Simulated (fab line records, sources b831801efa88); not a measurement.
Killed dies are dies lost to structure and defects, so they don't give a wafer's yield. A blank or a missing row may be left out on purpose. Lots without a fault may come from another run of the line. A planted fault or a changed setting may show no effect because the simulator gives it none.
fab line records | flow gf180mcu
record lots=11 wafers=33 last_day=34
route steps=602 shown HV_LDD@232 CONTACT@291 M2@368 V2@404
lots that met no fault: from a run of the same line without faults
start_h: hours from the record's first day to the start of the lot's first wafer shown | wait_h: hours since the lot's step before | " the same as in the row above | L1.1+2: a row that stands for several wafers | - no value, or no start given | * or withheld: withheld | < > ~ a bound
route shown NAME@n: a module of which the file shows steps, and the number in the route of the first | usual: mean/standard deviation of fault-free wafers | same: alike in all rows | chamber/n: place in a boat | sites: the reading at each site | _std_site: their standard deviation | _edge_site: outer sites' mean less inner sites' | radius_mm: how far each site lies from the wafer's centre | mask NAME#n: copy n | behind: the tool/chamber that last shaped the wafer | hold: why the lot was held/for how many hours/how that ended | device: the transistor (n, p or np) that didn't switch | end of line: the same wafers' tests at the end of the route | a step without rows: its recipe alone | killed: dies lost to structure and defects at the first sort, not the wafer's yield | map: a wafer's dies, x killed, . not, _ none there
set.NAME: the setting as run; set.NAME@STEP: as run at that earlier step | model.NAME: the simulator's own value behind a step, which no gauge read
steps of the route over a sample of lots; a table a step, a row a wafer
services: from which hour (start_h, from the record's first day; less than 0 if before it) a tool's chamber was out of use, for how many hours, and why
## steps
# step GF_HV_LDD_CVD_56
# recipe material=Si3N4 precursor=DCS/NH3 target_thk_nm=90 temp_c=770 time_s=1543 pressure_mtorr=250
# usual spike_tc_bottom_C=787.6/2 spike_tc_centre_C=769.1/1.4 spike_tc_lower_C=771.5/1.5 spike_tc_top_C=785/3.2 spike_tc_upper_C=770.3/1.8 susceptor_temp_C=770.0/0.32 zone_power_upper_pct=12.0/0.61
# columns lot.wafer tool chamber start_h wait_h spike_tc_bottom_C spike_tc_centre_C spike_tc_lower_C spike_tc_top_C spike_tc_upper_C susceptor_temp_C zone_power_upper_pct
L230.3 lpcvd-01 1 274.94 0.0 788.9 771.3 771.3 787 771.6 770.6 12.8
L230.4 " 1 " " 785.7 769.5 772.7 790 772.6 769.7 12.7
L230.5 " 1 " " 785.9 771.0 771.2 787 773.3 770.0 12.5
L232.1 lpcvd-02 1 294.02 2.0 787.6 769.1 770.6 781 770.1 770.7 12.0
L232.3 " 1 " " 787.1 769.4 772.2 781 768.2 769.6 11.7
L232.6 " 1 " " 788.3 768.6 771.0 782 768.0 769.9 11.5
L234.1 lpcvd-02 0 314.36 0.1 788.6 767.8 770.9 781 769.0 770.1 10.9
L234.2 " 0 " " 789.3 768.0 772.7 784 768.7 769.8 11.1
L234.5 " 0 " " 788.3 768.3 771.0 782 770.2 770.1 11.1
L235.1 lpcvd-02 0 321.18 0.1 768.6 746.2 749.9 762 748.5 748.6 10.4
L235.2 " 0 " " 768.9 748.4 751.6 762 748.1 748.3 10.6
L235.6 " 0 " " 768.6 746.4 751.0 762 747.3 748.6 10.4
L237.2 lpcvd-02 0 345.50 0.0 769.5 745.9 752.1 763 748.7 748.4 10.6
L237.3 " 0 " " 766.8 746.1 749.6 763 747.9 748.8 10.4
L237.5 " 0 " " 768.9 746.5 752.7 763 747.4 748.8 10.4
L244.2 lpcvd-01 0 393.17 0.0 790.2 768.9 769.6 789 773.6 770.2 12.4
L244.4 " 0 " " 792.6 769.9 768.6 789 771.2 770.2 12.3
L244.6 " 0 " " 791.4 769.9 767.3 790 771.8 770.3 12.4
L245.1 lpcvd-02 1 401.09 0.1 786.1 767.7 772.1 782 766.7 769.8 11.7
L245.3 " 1 " " 788.9 769.7 771.3 782 768.6 769.9 11.9
L245.6 " 1 " " 786.4 766.7 769.5 782 769.7 770.6 11.9
L247.2 lpcvd-02 0 415.54 0.0 789.4 768.0 774.4 783 768.4 770.1 11.0
L247.3 " 0 " " 790.1 767.3 771.8 783 769.0 770.1 11.1
L247.5 " 0 " " 789.7 768.5 771.5 783 769.0 770.2 10.9
L249.2 lpcvd-01 1 430.28 3.3 785.3 770.6 771.9 786 772.9 770.5 12.5
L249.3 " 1 " " 787.6 771.1 772.3 789 772.1 770.2 12.5
L249.4 " 1 " " 786.6 771.9 772.1 788 773.8 770.3 12.6
L252.1 lpcvd-02 1 453.76 0.1 787.8 769.2 770.4 783 768.6 770.1 11.9
L252.4 " 1 " " 786.1 768.8 770.4 782 768.5 769.6 11.6
L252.5 " 1 " " 787.2 766.7 768.6 780 768.4 770.1 11.9
L253.2 lpcvd-01 1 465.82 0.0 788.9 771.1 773.0 789 772.0 769.2 12.7
L253.3 " 1 " " 787.7 769.5 771.7 788 770.5 769.8 12.6
L253.4 " 1 " " 784.1 771.7 771.7 789 773.4 769.8 12.8
# step GF_HV_LDD_THK_MEAS_57
# recipe reads=Si3N4_of_HV_LDD_CVD_56
# usual HV_LDD_CVD_56_THK=89.9/0.92
# columns lot.wafer tool chamber start_h wait_h HV_LDD_CVD_56_THK[nm]
L230.3 film_metro-02 - 276.39 0.0 90.3
L230.4 " - " " 90.5
L230.5 " - " " 90.8
L232.1 film_metro-02 - 296.16 0.0 90.0
L232.3 " - " " 90.1
L232.6 " - " " 90.1
L234.1 film_metro-02 - 315.79 0.0 91.3
L234.2 " - " " 91.4
L234.5 " - " " 91.3
L235.1 film_metro-04 - 322.60 0.0 58.2
L235.2 " - " " 58.0
L235.6 " - " " 58.0
L237.2 film_metro-03 - 347.65 0.0 60.6
L237.3 " - " " 61.0
L237.5 " - " " 60.9
L244.2 film_metro-02 - 394.61 0.0 89.9
L244.4 " - " " 89.9
L244.6 " - " " 89.5
L245.1 film_metro-03 - 402.52 0.0 90.3
L245.3 " - " " 90.5
L245.6 " - " " 90.2
L247.2 film_metro-04 - 416.98 0.0 91.1
L247.3 " - " " 90.3
L247.5 " - " " 90.3
L249.2 film_metro-02 - 431.72 0.0 89.3
L249.3 " - " " 89.0
L249.4 " - " " 89.1
L252.1 film_metro-04 - 455.90 0.0 89.9
L252.4 " - " " 90.1
L252.5 " - " " 89.9
L253.2 film_metro-04 - 467.26 0.0 89.4
L253.3 " - " " 89.9
L253.4 " - " " 88.5
# step GF_HV_LDD_ETCHBACK_58
# recipe chemistry=CH3F/O2 target=Si3N4 stop_on=SiO2 source_w=400 bias_w=78.28 pressure_mtorr=25 ch3f_flow_sccm=40 O2_flow_sccm=30 time_s=100 target_depth_a=900
# usual drypump_motor_current_A=5.8/0.35 oes_product_au=0.842/0.0068 throttle_valve_pct=10.559/0.0082
# columns lot.wafer tool chamber start_h wait_h drypump_motor_current_A oes_product_au rf_hours_counter_h throttle_valve_pct
L230.3 rie_diel-04 3 276.43 0.0 5.9 0.848 74 10.562
L230.4 " 0 " " 5.9 0.843 11 10.567
L230.5 " 1 " " 6.2 0.842 - 10.564
L232.1 rie_diel-03 2 296.22 0.1 6.1 0.838 52 10.555
L232.3 " 3 " " 5.8 0.846 4 10.572
L232.6 " 0 " " 5.7 0.839 - 10.551
L234.1 rie_diel-04 1 315.85 0.1 6.2 0.851 11 10.556
L234.2 " 3 " " 5.9 0.856 74 10.560
L234.5 " 2 " " 5.7 0.845 - 10.571
L235.1 rie_diel-03 2 322.66 0.1 6.2 0.679 53 10.543
L235.2 " 1 " " 5.3 0.676 1 10.541
L235.6 " 0 " " 5.7 0.679 - 10.532
L237.2 rie_diel-03 1 347.70 0.0 5.3 0.703 2 10.530
L237.3 " 0 " " 5.7 0.684 72 10.529
L237.5 " 3 " " 5.8 0.690 - 10.536
L244.2 rie_diel-01 2 394.66 0.0 5.3 0.842 9 10.558
L244.4 " 0 " " 6.6 0.846 79 10.562
L244.6 " 2 " " 5.3 0.848 - 10.563
L245.1 rie_diel-03 0 402.58 0.1 5.7 0.849 73 10.556
L245.3 " 2 " " 6.1 0.847 56 10.560
L245.6 " 2 " " 6.1 0.836 - 10.561
L247.2 rie_diel-04 2 417.03 0.0 5.7 0.849 16 10.559
L247.3 " 0 " " 5.9 0.841 15 10.565
L247.5 " 1 " " 6.2 0.859 - 10.564
L249.2 rie_diel-03 3 431.77 0.0 5.8 0.828 7 10.550
L249.3 " 0 " " 5.7 0.842 74 10.559
L249.4 " 2 " " 6.2 0.846 56 10.559
L252.1 rie_diel-03 3 455.96 0.1 5.8 0.839 8 10.563
L252.4 " 0 " " 5.7 0.845 75 10.546
L252.5 " 0 " " 5.7 0.841 - 10.544
L253.2 rie_diel-04 2 467.31 0.0 5.8 0.843 17 10.558
L253.3 " 0 " " 5.9 0.848 17 10.565
L253.4 " 1 " " 6.2 0.824 15 10.563
# step GF_CONTACT_CMP_04
# recipe material=SiO2 down_force_psi=4 platen_rpm=60 pad_velocity_m_s=0.94248
# usual motor_current_A=12.7/1.3 time_to_endpoint_s=114/6.4
# columns lot.wafer tool chamber start_h wait_h motor_current_A time_to_endpoint_s
L230.4 cmp-01 3 339.48 0.1 12.6 119
L230.3 " 0 " " 12.9 110
L230.5 " 2 " " 10.9 122
L232.1 cmp-01 2 360.77 0.1 11.1 105
L232.3 " 0 " " 12.6 102
L232.6 " 2 " " 10.8 108
L234.1 cmp-02 1 381.39 0.1 12.3 122
L234.2 " 2 " " 15.0 116
L234.5 " 2 " " 15.8 113
L235.2 cmp-01 3 388.41 0.1 12.8 111
L235.1 " 1 " " 13.8 113
L235.6 " 2 " " 10.9 115
L237.3 cmp-01 3 415.99 0.0 12.8 114
L237.2 " 1 " " 13.3 107
L237.5 " 3 " " 12.2 118
L244.4 cmp-02 1 467.85 0.0 12.7 117
L244.2 " 3 " " 12.2 111
L244.6 " 2 " " 15.7 122
L245.3 cmp-01 1 476.50 0.0 13.6 105
L245.1 " 2 " " 11.1 108
L245.6 " 2 " " 10.8 107
L247.2 cmp-01 3 492.29 0.0 12.8 128
L247.3 " 0 " " 13.2 115
L247.5 " 0 " " 12.6 115
L249.2 cmp-02 1 506.53 0.0 12.5 112
L249.3 " 2 " " 15.5 106
L249.4 " 3 " " 12.2 112
L252.1 cmp-02 0 529.72 0.1 12.5 117
L252.4 " 2 " " 15.7 113
L252.5 " 0 " " 12.4 107
L253.3 cmp-02 1 544.59 3.4 11.8 117
L253.4 " 3 " " 12.3 123
L253.2 " 0 " " 12.0 107
# step GF_M2_THK_MEAS_06
# recipe thk_meas_gauge=xrf reads=AlCu_of_M2_SPUTTER_02
# usual M2_ALCU_THK=444/6.2
# columns lot.wafer tool chamber start_h wait_h M2_ALCU_THK[nm]
L230.3 film_metro-03 - 409.98 0.1 450
L230.4 " - " " 450
L230.5 " - " " 448
L232.1 film_metro-04 - 433.31 0.1 443
L232.3 " - " " 443
L232.6 " - " " 445
L234.1 film_metro-04 - 454.90 0.1 450
L234.2 " - " " 434
L234.5 " - " " 432
L235.1 film_metro-01 - 462.99 0.1 447
L235.2 " - " " 454
L235.6 " - " " 452
L237.2 film_metro-01 - 493.24 0.1 440
L237.3 " - " " 442
L237.5 " - " " 450
L244.2 film_metro-04 - 546.44 0.1 439
L244.4 " - " " 434
L244.6 " - " " 433
L245.1 film_metro-03 - 551.84 0.1 439
L245.3 " - " " 450
L245.6 " - " " 446
L247.2 film_metro-04 - 569.60 0.1 439
L247.3 " - " " 441
L247.5 " - " " 441
L249.2 film_metro-03 - 577.75 0.1 450
L249.3 " - " " 457
L249.4 " - " " 448
L252.1 film_metro-01 - 600.31 0.1 435
L252.4 " - " " 426
L252.5 " - " " 431
L253.2 film_metro-04 - 612.73 0.1 442
L253.3 " - " " 449
L253.4 " - " " 447
# step GF_V2_SPUTTER_22
# recipe material=TiN target_thk_nm=10 chamber_pressure_pa=5 power_w=4000 time_s=40
# usual throttle_valve_pct=30.1/1.1
# columns lot.wafer tool chamber start_h wait_h throttle_valve_pct
L230.3 pvd_sputter-04 - 460.33 0.0 30.7
L230.4 " - " " 29.5
L230.5 " - " " 30.6
L232.1 pvd_sputter-02 - 483.93 0.0 30.2
L232.3 " - " " 28.6
L232.6 " - " " 28.7
L234.1 pvd_sputter-02 - 505.05 0.0 28.5
L234.2 " - " " 30.2
L234.5 " - " " 30.1
L235.1 pvd_sputter-04 - 512.44 0.0 30.8
L235.2 " - " " 27.8
L235.6 " - " " 29.5
L237.2 pvd_sputter-04 - 541.96 0.0 27.9
L237.3 " - " " 29.5
L237.5 " - " " 30.2
L244.2 pvd_sputter-04 - 592.10 0.0 30.4
L244.4 " - " " 29.3
L244.6 " - " " 30.5
L245.1 pvd_sputter-04 - 597.82 0.0 30.3
L245.3 " - " " 30.9
L245.6 " - " " 30.5
L247.2 pvd_sputter-03 - 614.81 0.0 29.5
L247.3 " - " " 31.7
L247.5 " - " " 29.7
L249.2 pvd_sputter-02 - 621.98 0.0 30.0
L249.3 " - " " 30.1
L249.4 " - " " 30.1
L252.1 pvd_sputter-03 - 643.22 0.0 31.7
L252.4 " - " " 31.5
L252.5 " - " " 31.7
L253.2 pvd_sputter-04 - 653.88 0.0 27.9
L253.3 " - " " 30.5
L253.4 " - " " 30.8
## services
# columns tool chamber start_h hours kind
lpcvd-02 - 304.85 0.7 repair
cmp-01 - 310.04 1.4 repair
cmp-01 - 311.47 4.1 pm
cmp-02 - 363.30 1.1 repair
cmp-01 - 364.63 1.0 repair
lpcvd-02 - 384.68 2.3 repair
cmp-01 - 397.95 1.9 repair
rie_diel-03 3 401.70 5.7 repair
cmp-02 - 404.58 4.0 pm
cmp-02 - 408.60 2.0 repair
lpcvd-02 - 419.05 34.7 repair
cmp-01 - 420.77 2.0 repair
cmp-02 - 439.97 3.6 repair
lpcvd-02 - 446.00 2.5 repair
rie_diel-03 2 470.81 55.2 repair
cmp-01 - 478.25 12.6 pm
rie_diel-03 0 492.15 21.9 repair
rie_diel-03 1 550.91 5.8 repair
rie_diel-03 3 567.02 14.1 repair
cmp-01 - 572.26 4.0 pm
rie_diel-03 - 579.74 0.6 repair
lpcvd-02 - 595.95 28.1 pm
pvd_sputter-04 - 611.37 0.9 repair
cmp-01 - 627.24 1.4 repair
## key
first_sign step=GF_HV_LDD_CVD_56 reading=susceptor_temp_C direction=down sigmas=66 usual=* struck=*
effect step=GF_HV_LDD_CVD_56 reading=spike_tc_centre_C direction=down sigmas=16 usual=769.1 struck=746.6
effect step=GF_HV_LDD_THK_MEAS_57 reading=HV_LDD_CVD_56_THK direction=down sigmas=33 usual=89.9 struck=59.4
effect step=GF_HV_LDD_ETCHBACK_58 reading=oes_product_au direction=down sigmas=23 usual=0.842 struck=0.685
met_at GF_HV_LDD_CVD_56
struck_lots L235,L237
tester_left_out L235,L237
not_acting_at GF_CONTACT_CMP_04,GF_M2_THK_MEAS_06,GF_V2_SPUTTER_22
onset_between 314.36 321.18
fault kind=process_parameter_drift tool=lpcvd-02 chamber=- onset_h=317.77 steps=GF_HV_LDD_CVD_56 channel=temp_c offset=* shape=step end_h=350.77 acts_in=* stated=*
# tester_left_out: of these lots the tester's yield and bins aren't shown, on N5 and GAA mostly nor the transistor test; their killed dies are dies lost to structure and defects alone, not to doping, threshold or leakage, so they don't give the yield
